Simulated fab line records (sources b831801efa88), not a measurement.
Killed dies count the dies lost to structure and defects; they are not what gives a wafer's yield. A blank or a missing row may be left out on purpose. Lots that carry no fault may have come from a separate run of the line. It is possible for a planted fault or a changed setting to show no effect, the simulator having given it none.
A struck lot beside a sound one -- flow sky130 -- 21 steps out of a route of 708
Sound: wafers L474.2, L474.4, L474.6. The struck wafers were L464.1, L464.5, L464.6. The cause is named last.
Each step with rows lists, per side, the tool, then ch with its chambers, then its first start. Under that, the readings that differ: sound wafers -- struck wafers -- difference of the means -- sigmas: that difference in standard deviations of wafers without a fault.
alike: readings with means less than 2 such deviations apart, plus words and numbers identical on both sides. not compared: withheld readings, readings lacking a value on some wafer, bounds such as >300 that could conceal the same value, and numbers that have no deviation in the record and whose values overlap.
Wherever a step has rows on one side only, a row that says differs or no value, or a row with sigmas, the two part there. Numbers that don't overlap but have no deviation are shown without sigmas and don't part them. A reading that every wafer of one side lacks parts them only if that side has two wafers or more.

first, 2 steps without rows for these wafers: SKY_VT_ADJUST_PCH_PEB_05; SKY_VT_ADJUST_PCH_DEVELOP_06 (develop time 60 s).
SKY_VT_ADJUST_PCH_OVL_MEAS_07:
  sound on overlay-02, day 15 13:06; struck on overlay-02, day 12 16:45
reading,sound,struck,difference,sigmas
VT_ADJUST_PCH_OVL (nm),3.3 1.9 3.3,-0.6 -0.4 0.2,-3.1,-2
after that, 1 step had no rows for these wafers: SKY_VT_ADJUST_PCH_IMPLANT_08.
SKY_VT_ADJUST_PCH_STRIP_09: strips in O2/N2.
  sound on plasma-asher-01 ch 0,1, day 15 13:17; struck on plasma-asher-04 ch 0,1, day 12 16:56
  alike: drypump-motor-current-A, oes-product-au, strip-time-to-endpoint-s
  not compared: rf-hours-counter-h
SKY_VT_ADJUST_PCH_TW_MEAS_10:
  sound on film-metro-03, day 15 13:23; struck on film-metro-01, day 12 17:02
  alike: VT_ADJUST_PCH_TW
then, 6 steps without rows for these wafers: SKY_SONOS_TUNNEL_DEHYDRATE_00 (time 60 s); SKY_SONOS_TUNNEL_HMDS_01 (prime time 60 s); SKY_SONOS_TUNNEL_COAT_02 (resist thk 1140 nm); SKY_SONOS_TUNNEL_SOFTBAKE_03 (time 60 s); SKY_SONOS_TUNNEL_EXPOSE_04 (exposes mask TUNM, target cd 410 nm); SKY_SONOS_TUNNEL_PEB_05.
SKY_SONOS_TUNNEL_DEVELOP_06: develop time 60 s.
  sound on litho-track-01 ch 0, day 16 17:15; struck on litho-track-01 ch 0, day 13 18:02
SKY_SONOS_TUNNEL_CD_MEAS_07 targets a cd of 410 nm.
  sound on cd-sem-01, day 16 17:24; struck on cd-sem-01, day 13 18:11
reading,sound,struck,difference,sigmas
cd-nm (nm),407.8 407.3 407.9,- - -,no value on the struck wafers,
SKY_SONOS_TUNNEL_OVL_MEAS_08:
  sound on overlay-01, day 16 17:30; struck on overlay-02, day 13 18:18
reading,sound,struck,difference,sigmas
SONOS_TUNNEL_OVL (nm),0.9 1.6 0.3,- - -,no value on the struck wafers,
then, 3 steps without rows for these wafers: SKY_SONOS_TUNNEL_IMPLANT_09; SKY_SONOS_TUNNEL_WET_ETCH_10 (etches SiO2 in dHF, target depth 14 nm, time 280 s); SKY_SONOS_TUNNEL_STRIP_11 (strips in SPM, time 600 s).
SKY_SONOS_TUNNEL_TW_MEAS_12:
  sound on film-metro-01, day 16 17:59; struck on film-metro-02, day 13 18:44
reading,sound,struck,difference,sigmas
SONOS_TUNNEL_TW,196 196 195,31 31 31,-165,-41
then, 1 step without rows for these wafers: SKY_SONOS_TUNNEL_CLEAN_13 (cleans in dHF, time 20 s).
-- record jumps: 34 days separate the struck wafers' starts on either side; left off in module SONOS_TUNNEL, taken up again in module PAD_OPEN, whose first shown step is the route's number 708 --
SKY_PAD_OPEN_PROBE_99:
  sound on prober-02, day 49 15:27; struck on prober-02, day 47 11:46
reading,sound,struck,difference,sigmas
killed-at-front-end,13 17 12,436 422 436,+417,+99 or more
killed-dies,100 87 90,492 492 492,+400,+43
killed-on-rim,22 14 21,96 96 96,+77,+22
  alike: killed_at_M0_to_M3, killed_at_M4_up, killed-at-contacts, killed-at-other, killed-open, killed-short

== WHERE THEY PART ==
First at SKY_VT_ADJUST_PCH_OVL_MEAS_07; last, within this record, at SKY_PAD_OPEN_PROBE_99.

WHY: the cause the simulator had injected
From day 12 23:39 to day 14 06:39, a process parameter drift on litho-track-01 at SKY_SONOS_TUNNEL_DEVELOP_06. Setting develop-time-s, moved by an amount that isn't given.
